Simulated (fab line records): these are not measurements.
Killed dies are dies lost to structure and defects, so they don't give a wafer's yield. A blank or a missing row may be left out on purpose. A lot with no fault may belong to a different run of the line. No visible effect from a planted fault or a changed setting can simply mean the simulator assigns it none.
fab line records | flow sky130
record: lots: 11 wafers: 33 last-day: 51
route steps=708 shown LI_CONTACT@376 CONTACT@406 PAD_OPEN@708
lots untouched by any fault: they come from a run of this same line in which no faults occurred
start-h: hours from the record's first day to the start of the lot's first wafer shown | wait-h: time in hours since the lot's previous step | " same as the row above | L1.1+2: one row covering several wafers at once | - no value, or no start given | * or withheld: withheld | < > ~ a bound
route shown NAME@n: NAME is a module with steps in the file, n the number in the route of the first one | usual: average and standard deviation across the fault-free wafers | same: alike in all rows | chamber/n: place in a boat | sites: readings site by site | _std_site: how widely they spread, as a standard deviation | _edge_site: inner sites' mean taken away from outer sites' mean | radius-mm: for every site, how far away it sits from the centre of the wafer | mask NAME#n: copy n | behind: tool/chamber where the wafer was last shaped | hold: why the lot went on hold/how many hours it stayed there/how the hold came to an end | device: names the non-switching transistor (n, p or np) | end of line: tests of these same wafers at the route's end | step lacking rows: just its recipe | killed: at the first sort, the dies lost to defects and structure; wafer yield is something else | map: the dies of a wafer, with x for killed, . for not killed, _ for no die there
set.NAME: the setting that was run; set.NAME@STEP: the one run at that earlier step | model.NAME: the simulator's own value behind a step, which no gauge read
a sample of lots followed through the steps of the route, with each step as a table and each wafer as a row
services: a tool's chamber out of use, with start hour (start-h, from the record's first day; less than 0 if before it), hours out, and reason
== steps ==
step: SKY_LI_CONTACT_ETCH_14
recipe: chemistry: N2/H2 target: BARC ion-energy-ev: 200 source-w: 500 bias-w: 100 pressure-mtorr: 30 n2-flow-sccm: 100 h2-flow-sccm: 200 stop-on: SiO2 time-s: 45.9 target-depth-a: 600
usual: drypump-motor-current-A: 5.7/0.4 oes-product-au: 0.855/0.0049 throttle-valve-pct: 13.224/0.0085
columns lot.wafer tool chamber start-h wait-h drypump-motor-current-A oes-product-au rf-hours-counter-h throttle-valve-pct
L684.2 rie-diel-04 0 695.72 0.0 5.3 0.859 5 13.226
L684.3 " 1 " " 6.3 0.861 14 13.229
L684.4 " 2 " " 5.7 0.852 0 13.231
L685.3 rie-diel-02 1 702.07 0.0 5.1 0.841 8 13.231
L685.5 " 0 " " 5.7 0.854 - 13.239
L685.6 " 1 " " 5.1 0.863 - 13.220
L686.3 rie-diel-04 1 712.99 0.0 6.3 0.850 14 13.211
L686.4 " 0 " " 5.3 0.853 5 13.211
L686.5 " 0 " " 5.3 0.848 - 13.210
L687.2 rie-diel-03 3 722.52 0.0 5.3 0.856 34 13.233
L687.3 " 1 " " 6.4 0.849 3 13.222
L687.6 " 1 " " 6.4 0.862 - 13.225
L692.3 rie-diel-04 2 763.22 0.0 5.7 0.858 2 13.235
L692.4 " 0 " " 5.3 0.856 6 13.224
L692.6 " 0 " " 5.3 0.854 - 13.202
L693.1 rie-diel-04 2 764.64 0.0 5.7 0.851 2 13.224
L693.2 " 0 " " 5.3 0.853 6 13.230
L693.5 " 0 " " 5.3 0.859 - 13.215
L701.1 rie-diel-04 0 828.59 0.0 5.3 0.844 9 13.228
L701.2 " 3 " " 5.9 0.856 13 13.218
L701.4 " 2 " " 5.6 0.861 4 13.231
L704.1 rie-diel-03 2 845.97 0.0 5.9 0.856 3 13.230
L704.4 " 3 " " 5.3 0.861 1 13.222
L704.6 " 0 " " 5.9 0.860 - 13.230
L705.1 rie-diel-03 0 852.76 0.0 5.9 0.852 14 13.221
L705.4 " 2 " " 5.9 0.857 3 13.225
L705.6 " 1 " " 6.4 0.857 - 13.232
L706.1 rie-diel-03 3 864.41 0.0 5.3 0.852 1 13.211
L706.3 " 2 " " 5.9 0.852 3 13.219
L706.5 " 1 " " 6.4 0.863 - 13.236
L707.2 rie-diel-03 3 872.94 0.0 5.3 0.850 1 13.213
L707.4 " 2 " " 5.9 0.853 3 13.240
L707.6 " 2 " " 5.9 0.847 - 13.227
step: SKY_LI_CONTACT_CVD_21
recipe: material: W target-thk-nm: 400 time-s: 120.56 temp-c: 400 pressure-torr: 40
usual: heater-power-w: 877/77
columns lot.wafer tool chamber start-h wait-h heater-power-w
L684.2 cvd-w-02 1 696.34 0.1 932
L684.3 " 1 " " 948
L684.4 " 1 " " 917
L685.3 cvd-w-02 0 702.67 0.1 802
L685.5 " 0 " " 802
L685.6 " 1 " " 911
L686.3 cvd-w-02 1 713.59 0.1 919
L686.4 " 0 " " 812
L686.5 " 1 " " 923
L687.2 cvd-w-02 0 723.08 0.0 799
L687.3 " 1 " " 920
L687.6 " 0 " " 826
L692.3 cvd-w-02 0 763.83 0.1 810
L692.4 " 1 " " 940
L692.6 " 0 " " 796
L693.1 cvd-w-02 1 765.22 0.0 934
L693.2 " 0 " " 786
L693.5 " 0 " " 798
L701.1 cvd-w-02 1 829.15 0.0 914
L701.2 " 0 " " 814
L701.4 " 0 " " 818
L704.1 cvd-w-02 0 846.53 0.0 810
L704.4 " 1 " " 916
L704.6 " 1 " " 935
L705.1 cvd-w-02 1 853.34 0.0 932
L705.4 " 0 " " 808
L705.6 " 1 " " 934
L706.1 cvd-w-02 0 864.97 0.0 792
L706.3 " 1 " " 928
L706.5 " 0 " " 817
L707.2 cvd-w-02 1 873.50 0.0 925
L707.4 " 0 " " 786
L707.6 " 1 " " 949
step: SKY_CONTACT_CVD_00
recipe: material: Si3N4 target-thk-nm: 75 temp-c: 400 time-s: withheld rf-w: 450
usual: heater-power-w: 776/110
columns lot.wafer tool chamber start-h wait-h heater-power-w
L684.2 pecvd-02 0 726.27 0.0 778
L684.3 " 1 " " 833
L684.4 " 2 " " 851
L685.3 pecvd-03 2 733.08 0.0 884
L685.5 " 0 " " 935
L685.6 " 2 " " 836
L686.3 pecvd-03 1 742.62 0.0 603
L686.4 " 1 " " 605
L686.5 " 0 " " 839
L687.2 pecvd-03 0 752.18 0.0 831
L687.3 " 1 " " 577
L687.6 " 1 " " 581
L692.3 pecvd-03 2 792.74 0.0 757
L692.4 " 0 " " 1014
L692.6 " 0 " " 1012
L693.1 pecvd-03 0 795.14 0.0 927
L693.2 " 2 " " 785
L693.5 " 0 " " 921
L701.1 pecvd-01 2 857.61 0.0 558
L701.2 " 1 " " 709
L701.4 " 1 " " 729
L704.1 pecvd-02 2 874.52 0.0 756
L704.4 " 2 " " 758
L704.6 " 1 " " 779
L705.1 pecvd-02 1 881.59 0.0 777
L705.4 " 2 " " 833
L705.6 " 0 " " 780
L706.1 pecvd-01 0 893.32 0.0 787
L706.3 " 1 " " 726
L706.5 " 1 " " 740
L707.2 pecvd-02 2 902.54 0.0 829
L707.4 " 1 " " 870
L707.6 " 2 " " 851
step: SKY_CONTACT_THK_MEAS_01
recipe: reads: Si3N4_of_CONTACT_CVD_00
usual: CONTACT_CVD_00_THK: 74.9/0.9
columns lot.wafer tool chamber start-h wait-h CONTACT_CVD_00_THK[nm]
L684.2 film-metro-01 - 726.31 - 73.9
L684.3 " - " " 73.6
L684.4 " - " " 75.6
L685.3 film-metro-04 - 733.13 - 74.5
L685.5 " - " " 75.7
L685.6 " - " " 75.9
L686.3 film-metro-02 - 742.67 - 73.9
L686.4 " - " " 75.3
L686.5 " - " " 75.5
L687.2 film-metro-02 - 752.22 - 72.9
L687.3 " - " " 74.4
L687.6 " - " " 74.9
L692.3 film-metro-04 - 792.79 - 75.8
L692.4 " - " " 96.3
L692.6 " - " " 96.3
L693.1 film-metro-04 - 795.19 - 94.8
L693.2 " - " " 74.2
L693.5 " - " " 96.1
L701.1 film-metro-01 - 857.66 - 74.2
L701.2 " - " " 74.0
L701.4 " - " " 75.0
L704.1 film-metro-02 - 874.55 - 75.3
L704.4 " - " " 76.0
L704.6 " - " " 76.2
L705.1 film-metro-02 - 881.62 - 73.6
L705.4 " - " " 76.2
L705.6 " - " " 73.6
L706.1 film-metro-02 - 893.35 - 75.7
L706.3 " - " " 74.0
L706.5 " - " " 75.3
L707.2 film-metro-01 - 902.58 - 75.3
L707.4 " - " " 75.0
L707.6 " - " " 76.4
step: SKY_CONTACT_ETCH_17
recipe: target: SiO2 chemistry: C4F8/O2/Ar stop-on: Si3N4 mask-material: KrF-thick source-w: 1500 bias-w: 1183 pressure-mtorr: 40 c4f8-flow-sccm: withheld O2_flow_sccm: 6 Ar_flow_sccm: 300 time-s: withheld target-depth-a: 3400
usual: oes-product-au: 0.892/0.0046
columns lot.wafer tool chamber start-h wait-h oes-product-au
L684.2 rie-diel-01 0 754.44 0.0 0.895
L684.3 " 1 " " 0.890
L684.4 " 2 " " 0.894
L685.3 rie-diel-04 0 761.51 0.0 0.891
L685.5 " 3 " " 0.891
L685.6 " 0 " " 0.898
L686.3 rie-diel-04 3 771.56 0.0 0.883
L686.4 " 2 " " 0.889
L686.5 " 2 " " 0.901
L687.2 rie-diel-01 1 780.47 0.0 0.895
L687.3 " 2 " " 0.893
L687.6 " 3 " " 0.895
L692.3 rie-diel-04 1 820.89 0.0 0.893
L692.4 " 3 " " 0.898
L692.6 " 3 " " 0.891
L693.1 rie-diel-01 3 823.29 0.0 0.898
L693.2 " 2 " " 0.901
L693.5 " 2 " " 0.902
L701.1 rie-diel-02 0 884.39 0.0 0.892
L701.2 " 2 " " 0.886
L701.4 " 3 " " 0.890
L704.1 rie-diel-01 3 902.21 0.0 0.897
L704.4 " 0 " " 0.888
L704.6 " 3 " " 0.890
L705.1 rie-diel-01 0 908.66 0.0 0.884
L705.4 " 3 " " 0.890
L705.6 " 2 " " 0.887
L706.1 rie-diel-02 0 919.76 0.0 0.888
L706.3 " 1 " " 0.885
L706.5 " 3 " " 0.887
L707.2 rie-diel-04 0 928.16 0.0 0.896
L707.4 " 3 " " 0.889
L707.6 " 1 " " 0.898
step: SKY_CONTACT_ETCH_18
recipe: target: Si3N4 chemistry: CHF3/O2 stop-on: TiN source-w: 600 bias-w: 200 pressure-mtorr: 40 chf3-flow-sccm: 50 O2_flow_sccm: 5 time-s: 39 target-depth-a: 750
usual: drypump-motor-current-A: 5.8/0.43 oes-product-au: 0.853/0.0068 throttle-valve-pct: 8.792/0.0099
columns lot.wafer tool chamber start-h wait-h drypump-motor-current-A oes-product-au rf-hours-counter-h throttle-valve-pct
L684.2 rie-diel-01 0 - - 5.7 0.847 4 8.792
L684.3 " 1 " " 5.9 0.848 15 8.779
L684.4 " 2 " " 6.6 0.855 6 8.801
L685.3 rie-diel-04 0 - - 5.3 0.851 6 8.793
L685.5 " 3 " " 6.0 0.856 - 8.813
L685.6 " 0 " " 5.3 0.864 - 8.797
L686.3 rie-diel-04 3 - - 6.0 0.847 11 8.795
L686.4 " 2 " " 5.7 0.861 2 8.799
L686.5 " 2 " " 5.6 0.856 - 8.802
L687.2 rie-diel-01 1 - - 5.9 0.845 16 8.789
L687.3 " 2 " " 6.6 0.849 7 8.793
L687.6 " 3 " " 5.7 0.848 - 8.798
L692.3 rie-diel-04 1 - - 6.4 0.848 17 8.776
L692.4 " 3 " " 5.9 0.983 12 8.820
L692.6 " 3 " " 5.9 0.991 - 8.820
L693.1 rie-diel-01 3 - - 5.7 0.986 19 8.830
L693.2 " 2 " " 6.6 0.849 8 8.796
L693.5 " 2 " " 6.7 0.987 - 8.832
L701.1 rie-diel-02 0 - - 5.6 0.848 1 8.785
L701.2 " 2 " " 5.6 0.840 10 8.783
L701.4 " 3 " " 5.4 0.855 12 8.788
L704.1 rie-diel-01 3 - - 5.7 0.853 22 8.789
L704.4 " 0 " " 5.7 0.858 - 8.801
L704.6 " 3 " " 5.7 0.859 - 8.804
L705.1 rie-diel-01 0 - - 5.7 0.848 9 8.806
L705.4 " 3 " " 5.7 0.857 - 8.782
L705.6 " 2 " " 6.7 0.852 - 8.784
L706.1 rie-diel-02 0 - - 5.6 0.853 2 8.774
L706.3 " 1 " " 5.1 0.848 15 8.788
L706.5 " 3 " " 5.4 0.851 - 8.797
L707.2 rie-diel-04 0 - - 5.3 0.853 12 8.779
L707.4 " 3 " " 6.0 0.848 16 8.801
L707.6 " 1 " " 6.3 0.862 - 8.794
step: SKY_PAD_OPEN_PROBE_99
usual: killed_at_M0_to_M3: 43/7.3 killed_at_M4_up: 3.2/1.9 killed-at-contacts: 24/5.5 killed-at-front-end: 15/4.7 killed-at-other: 0.5/0.75 killed-dies: 85/9.5 killed-on-rim: 17/3.8 killed-open: 46/7 killed-short: 38/7.4
same: gross-dies: 492 killed-at-back-side: 0
columns lot.wafer tool chamber start-h wait-h killed_at_M0_to_M3 killed_at_M4_up killed-at-contacts killed-at-front-end killed-at-other killed-dies killed-on-rim killed-open killed-short
L684.2 prober-01 - 1098.88 0.1 36 4 32 25 0 97 19 42 55
L684.3 prober-01 - 1098.93 0.2 38 4 21 20 0 83 22 38 45
L684.4 prober-01 - 1098.98 0.2 44 2 22 18 0 86 14 54 32
L685.3 prober-02 - 1104.54 0.2 60 5 27 6 0 98 17 56 41
L685.5 prober-02 - 1104.64 0.2 54 2 14 16 0 86 13 48 38
L685.6 prober-02 - 1104.69 0.2 53 4 20 15 0 92 17 46 44
L686.3 prober-01 - 1111.44 0.2 38 4 26 15 0 83 10 44 39
L686.4 prober-01 - 1111.49 0.2 36 1 27 11 0 75 16 51 23
L686.5 prober-01 - 1111.54 0.2 38 4 18 12 0 72 14 47 24
L687.2 prober-02 - 1117.18 0.1 34 3 33 14 0 84 18 49 35
L687.3 prober-02 - 1117.23 0.2 46 4 18 18 1 87 16 45 42
L687.6 prober-02 - 1117.38 0.2 52 2 21 4 3 82 18 47 35
L692.3 prober-01 - 1150.14 0.2 40 0 23 15 3 81 18 45 34
L692.4 prober-01 - 1150.19 0.2 44 3 186 16 1 250 86 46 47
L692.6 prober-01 - 1150.29 0.2 41 4 211 18 0 274 76 39 40
L693.1 prober-02 - 1152.43 0.1 46 3 58 11 1 119 26 49 41
L693.2 prober-02 - 1152.48 0.1 45 2 27 15 0 89 17 46 41
L693.5 prober-02 - 1152.63 0.2 42 4 61 26 2 135 31 49 39
L701.1 prober-01 - 1192.23 0.1 34 3 28 19 1 85 13 47 38
L701.2 prober-01 - 1192.28 0.1 47 4 28 15 0 94 20 53 41
L701.4 prober-01 - 1192.38 0.2 49 0 32 20 0 101 18 63 38
L704.1 prober-02 - 1202.99 0.1 43 7 24 13 1 88 21 49 39
L704.4 prober-02 - 1203.14 0.2 44 5 21 11 1 82 14 48 34
L704.6 prober-02 - 1203.24 0.2 34 1 26 11 1 73 11 41 32
L705.1 prober-01 - 1207.38 0.1 58 2 23 17 0 100 23 62 38
L705.4 prober-01 - 1207.53 0.2 50 5 26 14 2 97 20 58 37
L705.6 prober-01 - 1207.63 0.2 43 6 22 7 0 78 20 41 33
L706.1 prober-02 - 1213.34 0.1 47 3 18 17 0 85 18 44 41
L706.3 prober-02 - 1213.44 0.2 40 7 16 13 0 76 9 32 44
L706.5 prober-02 - 1213.54 0.2 38 3 20 7 1 69 18 31 37
L707.2 prober-02 - 1217.93 0.1 43 5 30 19 2 99 24 50 48
L707.4 prober-02 - 1218.03 0.2 52 6 27 13 3 101 12 66 34
L707.6 prober-02 - 1218.13 0.2 32 7 26 16 0 81 15 48 33
killed by level:class
L684.2 CONTACT:geometric-particle:open=10 LOCAL_INTERCONNECT:geometric-particle:short=8 SPACER:geometric-particle:short=6 FIELD_ISO:geometric-particle:short=6 CONTACT:geometric-particle:short=6 LI_CONTACT:geometric-particle:open=6 VIA2:geometric-particle:open=5 VIA1:geometric-particle:short=5
L684.3 METAL2:geometric-particle:short=9 VIA2:geometric-particle:open=8 CONTACT:geometric-particle:open=7 METAL1:geometric-particle:short=6 VIA1:geometric-particle:open=6 CONTACT:geometric-particle:short=5 METAL4:geometric-particle:short=4 FIELD_ISO:geometric-particle:open=4
L684.4 VIA2:geometric-particle:open=10 VIA3:geometric-particle:open=8 FIELD_ISO:geometric-particle:open=7 VIA1:geometric-particle:open=7 CONTACT:geometric-particle:short=6 CONTACT:geometric-particle:open=6 METAL2:geometric-particle:short=6 LI_CONTACT:geometric-particle:open=5
L685.3 VIA1:geometric-particle:open=20 LI_CONTACT:geometric-particle:open=8 VIA2:geometric-particle:open=8 VIA3:geometric-particle:open=6 CONTACT:geometric-particle:short=6 METAL2:geometric-particle:short=6 CONTACT:geometric-particle:open=6 VIA1:geometric-particle:short=6
L685.5 METAL2:geometric-particle:short=13 CONTACT:geometric-particle:open=9 VIA1:geometric-particle:open=9 VIA2:geometric-particle:open=9 FIELD_ISO:geometric-particle:open=6 VIA3:geometric-particle:short=6 POLY_GATE:geometric-particle:short=4 METAL2:geometric-particle:open=4
L685.6 VIA1:geometric-particle:open=9 LI_CONTACT:geometric-particle:open=7 VIA2:geometric-particle:open=7 LOCAL_INTERCONNECT:geometric-particle:short=6 METAL3:geometric-particle:short=6 METAL2:geometric-particle:short=6 METAL1:geometric-particle:short=6 FIELD_ISO:geometric-particle:open=5
L686.3 CONTACT:geometric-particle:open=13 METAL2:geometric-particle:short=7 VIA1:geometric-particle:open=5 VIA2:geometric-particle:short=5 FIELD_ISO:geometric-particle:open=4 LI_CONTACT:geometric-particle:short=4 VIA2:geometric-particle:open=4 VIA3:geometric-particle:short=4
L686.4 CONTACT:geometric-particle:open=10 LI_CONTACT:geometric-particle:open=9 VIA1:geometric-particle:open=7 VIA2:geometric-particle:open=7 VIA3:geometric-particle:open=6 LOCAL_INTERCONNECT:geometric-particle:short=5 FIELD_ISO:geometric-particle:open=4 METAL2:geometric-particle:short=4
L686.5 VIA2:geometric-particle:open=11 VIA1:geometric-particle:open=10 CONTACT:geometric-particle:open=8 VIA3:geometric-particle:open=6 METAL2:geometric-particle:short=4 LI_CONTACT:geometric-particle:open=3 LOCAL_INTERCONNECT:geometric-particle:short=3 FIELD_ISO:geometric-particle:open=2
L687.2 LI_CONTACT:geometric-particle:open=12 VIA1:geometric-particle:open=9 LOCAL_INTERCONNECT:geometric-particle:short=8 VIA3:geometric-particle:open=7 CONTACT:geometric-particle:open=6 METAL2:geometric-particle:short=5 VIA2:geometric-particle:open=5 POLY_GATE:geometric-particle:short=4
L687.3 VIA1:geometric-particle:open=13 METAL2:geometric-particle:short=9 METAL1:geometric-particle:short=8 POLY_GATE:geometric-particle:open=6 CONTACT:geometric-particle:open=6 VIA3:geometric-particle:open=5 CONTACT:geometric-particle:short=4 FIELD_ISO:geometric-particle:short=3
L687.6 VIA1:geometric-particle:open=12 CONTACT:geometric-particle:open=9 VIA2:geometric-particle:open=9 VIA3:geometric-particle:open=6 VIA1:geometric-particle:short=5 METAL2:geometric-particle:short=5 VIA3:geometric-particle:short=5 LI_CONTACT:geometric-particle:short=4
L692.3 CONTACT:geometric-particle:open=9 VIA1:geometric-particle:open=9 VIA2:geometric-particle:open=8 METAL2:geometric-particle:short=7 LI_CONTACT:geometric-particle:open=6 FIELD_ISO:geometric-particle:short=5 VIA1:geometric-particle:short=5 POLY_GATE:geometric-particle:open=4
L692.4 CONTACT:area-etch=155 LI_CONTACT:geometric-particle:open=10 CONTACT:geometric-particle:open=10 METAL1:geometric-particle:short=8 METAL2:geometric-particle:short=8 VIA2:geometric-particle:open=5 VIA1:geometric-particle:open=5 VIA1:geometric-particle:short=5
L692.6 CONTACT:area-etch=192 METAL1:geometric-particle:short=9 LI_CONTACT:geometric-particle:open=8 VIA1:geometric-particle:open=7 VIA2:geometric-particle:open=7 CONTACT:geometric-particle:open=6 VIA1:geometric-particle:short=6 POLY_GATE:geometric-particle:short=4
L693.1 CONTACT:area-etch=28 VIA1:geometric-particle:open=13 CONTACT:geometric-particle:open=9 METAL1:geometric-particle:short=9 LI_CONTACT:geometric-particle:open=8 CONTACT:geometric-particle:short=8 VIA1:geometric-particle:short=5 VIA3:geometric-particle:open=4
L693.2 VIA1:geometric-particle:open=11 CONTACT:geometric-particle:open=7 LOCAL_INTERCONNECT:geometric-particle:short=6 METAL1:geometric-particle:short=6 VIA3:geometric-particle:open=6 CONTACT:geometric-particle:short=5 VIA2:geometric-particle:open=5 LI_CONTACT:geometric-particle:open=4
L693.5 CONTACT:area-etch=44 VIA1:geometric-particle:open=17 CONTACT:geometric-particle:open=9 METAL2:geometric-particle:short=8 FIELD_ISO:geometric-particle:open=5 FIELD_ISO:geometric-particle:short=4 POLY_GATE:geometric-particle:open=4 METAL1:geometric-particle:short=4
L701.1 CONTACT:geometric-particle:open=13 LI_CONTACT:geometric-particle:open=7 VIA3:geometric-particle:open=7 POLY_GATE:geometric-particle:short=6 VIA1:geometric-particle:open=6 POLY_GATE:geometric-particle:open=5 FIELD_ISO:geometric-particle:short=4 METAL1:geometric-particle:short=4
L701.2 VIA1:geometric-particle:open=16 VIA1:geometric-particle:short=10 CONTACT:geometric-particle:open=10 LI_CONTACT:geometric-particle:open=7 VIA3:geometric-particle:open=6 POLY_GATE:geometric-particle:short=5 LI_CONTACT:geometric-particle:short=4 LOCAL_INTERCONNECT:geometric-particle:short=4
L701.4 VIA1:geometric-particle:open=15 CONTACT:geometric-particle:open=11 LI_CONTACT:geometric-particle:open=9 CONTACT:geometric-particle:short=6 VIA3:geometric-particle:open=6 POLY_GATE:geometric-particle:short=5 VIA2:geometric-particle:open=5 VIA2:geometric-particle:short=5
L704.1 VIA1:geometric-particle:open=14 CONTACT:geometric-particle:open=9 VIA2:geometric-particle:open=7 LI_CONTACT:geometric-particle:open=6 METAL4:geometric-particle:short=6 METAL2:geometric-particle:short=5 FIELD_ISO:geometric-particle:open=4 VIA2:geometric-particle:short=4
L704.4 VIA1:geometric-particle:open=12 LI_CONTACT:geometric-particle:open=9 METAL2:geometric-particle:short=8 VIA1:geometric-particle:short=5 CONTACT:geometric-particle:open=5 METAL1:geometric-particle:short=5 VIA3:geometric-particle:open=5 FIELD_ISO:geometric-particle:open=4
L704.6 CONTACT:geometric-particle:open=10 VIA1:geometric-particle:open=8 LI_CONTACT:geometric-particle:open=8 VIA2:geometric-particle:open=5 METAL1:geometric-particle:short=4 METAL2:geometric-particle:short=4 FIELD_ISO:geometric-particle:open=3 POLY_GATE:geometric-particle:short=3
L705.1 CONTACT:geometric-particle:open=14 VIA2:geometric-particle:open=10 VIA1:geometric-particle:open=9 VIA3:geometric-particle:open=9 FIELD_ISO:geometric-particle:short=6 METAL2:geometric-particle:short=6 METAL3:geometric-particle:short=5 POLY_GATE:geometric-particle:open=4
L705.4 VIA1:geometric-particle:open=13 CONTACT:geometric-particle:open=12 VIA3:geometric-particle:open=8 CONTACT:geometric-particle:short=7 VIA2:geometric-particle:open=6 METAL2:geometric-particle:short=5 METAL1:geometric-particle:short=5 LI_CONTACT:geometric-particle:open=5
L705.6 CONTACT:geometric-particle:open=9 VIA3:geometric-particle:open=8 VIA1:geometric-particle:open=7 LI_CONTACT:geometric-particle:open=5 VIA1:geometric-particle:short=5 VIA2:geometric-particle:short=5 CONTACT:geometric-particle:short=4 METAL2:geometric-particle:short=4
L706.1 VIA1:geometric-particle:open=13 VIA1:geometric-particle:short=8 METAL2:geometric-particle:short=8 POLY_GATE:geometric-particle:short=6 LI_CONTACT:geometric-particle:open=5 CONTACT:geometric-particle:open=5 VIA2:geometric-particle:open=5 VIA3:geometric-particle:open=5
L706.3 VIA1:geometric-particle:open=8 METAL2:geometric-particle:short=6 LI_CONTACT:geometric-particle:open=6 METAL4:geometric-particle:short=6 FIELD_ISO:geometric-particle:short=5 METAL3:geometric-particle:short=5 POLY_GATE:geometric-particle:open=4 CONTACT:geometric-particle:open=4
L706.5 VIA1:geometric-particle:open=9 METAL2:geometric-particle:short=6 CONTACT:geometric-particle:open=5 LI_CONTACT:geometric-particle:open=5 CONTACT:geometric-particle:short=5 VIA1:geometric-particle:short=5 VIA2:geometric-particle:short=5 VIA2:geometric-particle:open=4
L707.2 VIA1:geometric-particle:open=12 CONTACT:geometric-particle:open=10 METAL2:geometric-particle:short=9 LI_CONTACT:geometric-particle:open=7 FIELD_ISO:geometric-particle:short=6 CONTACT:geometric-particle:short=6 POLY_GATE:geometric-particle:open=5 VIA1:geometric-particle:short=5
L707.4 VIA1:geometric-particle:open=11 VIA2:geometric-particle:open=11 LI_CONTACT:geometric-particle:open=9 CONTACT:geometric-particle:open=9 FIELD_ISO:geometric-particle:open=6 POLY_GATE:geometric-particle:open=5 CONTACT:geometric-particle:short=5 VIA1:geometric-particle:short=5
L707.6 VIA1:geometric-particle:open=13 CONTACT:geometric-particle:open=12 FIELD_ISO:geometric-particle:open=6 LI_CONTACT:geometric-particle:open=6 FIELD_ISO:geometric-particle:short=4 VIA2:geometric-particle:open=4 POLY_GATE:geometric-particle:short=3 LI_CONTACT:geometric-particle:short=3
== services ==
columns tool chamber start-h hours kind
cvd-w-02 - 673.44 1.0 repair
rie-diel-02 - 677.13 1.3 repair
cvd-w-02 0 694.38 5.3 repair
rie-diel-01 1 695.43 18.0 repair
rie-diel-04 1 701.55 11.0 repair
rie-diel-01 2 724.37 16.2 repair
cvd-w-02 - 727.24 6.9 pm
pecvd-03 - 736.21 1.1 repair
pecvd-03 - 737.32 2.8 pm
cvd-w-02 - 737.55 2.8 pm
rie-diel-03 0 747.85 9.0 repair
rie-diel-02 - 767.16 0.4 repair
rie-diel-01 - 776.49 0.3 repair
rie-diel-01 1 789.37 16.4 repair
cvd-w-02 0 798.10 14.6 repair
rie-diel-02 1 819.67 20.3 repair
rie-diel-04 2 852.69 8.6 repair
pecvd-03 2 853.52 5.1 repair
rie-diel-01 1 890.63 20.8 repair
cvd-w-02 0 893.38 3.8 repair
cvd-w-02 - 904.00 14.0 pm
cvd-w-02 - 916.58 0.3 repair
rie-diel-01 - 918.59 0.7 repair
rie-diel-04 - 921.58 0.1 repair
== key ==
first-sign: step: SKY_CONTACT_THK_MEAS_01 reading: CONTACT_CVD_00_THK direction: up sigmas: 23 usual: 74.9 struck: 95.9
effect: step: SKY_CONTACT_ETCH_18 reading: oes-product-au direction: up sigmas: 20 usual: 0.853 struck: 0.987
effect: step: SKY_PAD_OPEN_PROBE_99 reading: killed-at-contacts direction: up sigmas: 19 usual: 24 struck: 129
more-kills-born-at: SKY_CONTACT_ETCH_18@rie-diel-04: 347 SKY_CONTACT_ETCH_18@rie-diel-01: 72
met-at SKY_CONTACT_CVD_00
struck-lots L692,L693
struck-wafers L692.4,L692.6,L693.1,L693.5
tester-left-out L692,L693
not-acting-at SKY_LI_CONTACT_ETCH_14,SKY_LI_CONTACT_CVD_21,SKY_CONTACT_ETCH_17
onset-between 752.18 792.74
fault: kind: process-parameter-drift tool: pecvd-03 chamber: 0 onset-h: 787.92 steps: SKY_CONTACT_CVD_00 channel: target-thk-nm offset: 20.713 shape: step end-h: 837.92 acts-in: these-recipes-only stated: 75
tester-left-out: of these lots the tester's yield and bins aren't shown, on N5 and GAA mostly nor the transistor test; their killed dies are dies lost to structure and defects alone, not to doping, threshold or leakage, so they don't give the yield
